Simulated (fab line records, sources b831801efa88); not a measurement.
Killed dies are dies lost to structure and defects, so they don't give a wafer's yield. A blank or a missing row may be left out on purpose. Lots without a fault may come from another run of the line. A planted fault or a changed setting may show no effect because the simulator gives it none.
Chamber matching | flow sky130 | SKY_VIA4_ETCH_12 on rie_diel-04: 4 sister chambers
The step etches SiO2 in C4F8/O2/Ar, stops on TiN, target depth 580 nm. 16 wafers are shown with their chamber, then 8 later ones without.

WAFERS WITH THEIR CHAMBER
wafer  | chamber | oes_product_au (a.u.)
L074.2 | 0       | 0.927
L074.3 | 1       | 0.923
L074.4 | 3       | 0.921
L075.2 | 1       | 0.921
L075.3 | 2       | 0.922
L075.4 | 0       | 0.931
L076.1 | 1       | 0.925
L076.4 | 3       | 0.927
L076.5 | 2       | 0.928
L080.3 | 0       | 0.925
L080.5 | 0       | 0.924
L080.6 | 3       | 0.926
L086.1 | 3       | 0.926
L086.3 | 1       | 0.930
L086.6 | 0       | 0.926
L090.4 | 3       | 0.922

SIGNATURES (means of the wafers above)
reading        | chamber 0 | chamber 1 | chamber 2 | chamber 3 | scatter within a chamber
oes_product_au | 0.92660   | 0.92475   | 0.92500   | 0.92440   | 0.00318
Rule: a wafer's distance from a chamber is the root of the sum, over the readings, of the square of ((its reading less the chamber's mean) divided by the reading's scatter). The wafer belongs to the nearest chamber; if the next one is less than 2 further off, it can't be placed. The scatter: the root of (the sum of the squares of (reading less its chamber's mean) over the shown wafers, divided by (wafers less chambers)).

WAFERS WITHOUT THEIR CHAMBER
wafer  | oes_product_au (a.u.)
L090.5 | 0.925
L090.6 | 0.929
L093.3 | 0.931
L093.4 | 0.928
L093.5 | 0.924
L095.1 | 0.924
L095.5 | 0.924
L095.6 | 0.930

WHICH CHAMBER EACH WENT THROUGH
wafer  | from the rows above               | in truth
L090.5 | can't be placed: 2 or 1 or 3 or 0 | 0
L090.6 | can't be placed: 0 or 2 or 1 or 3 | 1
L093.3 | can't be placed: 0 or 2 or 1 or 3 | 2
L093.4 | can't be placed: 0 or 2 or 1 or 3 | 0
L093.5 | can't be placed: 3 or 1 or 2 or 0 | 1
L095.1 | can't be placed: 3 or 1 or 2 or 0 | 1
L095.5 | can't be placed: 3 or 1 or 2 or 0 | 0
L095.6 | can't be placed: 0 or 2 or 1 or 3 | 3
Placed correctly: 0 of 8. Can't be placed from these rows: 8 (the true chamber is among the candidates in 8). Placed wrongly: 0.
